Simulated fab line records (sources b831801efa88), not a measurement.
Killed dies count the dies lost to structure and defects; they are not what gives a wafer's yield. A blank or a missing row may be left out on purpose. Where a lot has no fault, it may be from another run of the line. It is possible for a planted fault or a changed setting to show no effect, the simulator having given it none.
Which tool was responsible?	flow sky130	6 lots, 17 wafers sampled, at 2 steps of a route of 708

WHAT THE GAUGES SHOWED, per wafer
SKY_VT_ADJUST_NCORE_CD_MEAS_07 targets a cd of 380 nm.
lot	measured	on	cd_nm (nm)
L431	day 10 00:31	cd_sem-02	379.8 380.6 379.8
L433	day 10 11:33	cd_sem-01	376.8 377.8
L440	day 12 22:14	cd_sem-02	379.3 380.4 381.9
L443	day 13 13:20	cd_sem-02	382.8 379.9 379.8
L447	day 14 22:45	cd_sem-01	380.8 377.9 380.5
L449	day 15 11:13	cd_sem-01	378.6 379.1 378.4

WHAT TOOL EACH LOT RAN ON (gives the tool, then ch and the chambers of the sampled wafers, and finally the start)
lot	SKY_VT_ADJUST_HVTP_STRIP_10
L431	plasma_asher-04 ch 0,1, day 7 07:19
L433	plasma_asher-02 ch 0, day 7 16:44
L440	plasma_asher-01 ch 0,1, day 9 20:06
L443	plasma_asher-02 ch 0, day 10 09:20
L447	plasma_asher-01 ch 0,1, day 11 15:20
L449	plasma_asher-01 ch 0,1, day 12 04:21
- SKY_VT_ADJUST_HVTP_STRIP_10: strips in O2/N2.

THE ANSWER, worked out from the rows above alone
Rule: the usual values come from the lots themselves. Put in order of their means at a reading, lots are off if they are a third of the lots or fewer, leave a main group of 4 or more, and stand apart from it by a gap of 3 or more times the standard deviation of the main group's means; of several such gaps the widest counts. The tables above print the reading to a certain number of digits; a main group whose means all agree to those digits is not used. Also off: a lot with no number at a reading for which 4 or more lots have one. Any other lot the step has rows for is counted as sound.
No lot is off on any of the readings shown, so nothing can be concluded from this.

WHAT THE SIMULATOR HAD PUT IN
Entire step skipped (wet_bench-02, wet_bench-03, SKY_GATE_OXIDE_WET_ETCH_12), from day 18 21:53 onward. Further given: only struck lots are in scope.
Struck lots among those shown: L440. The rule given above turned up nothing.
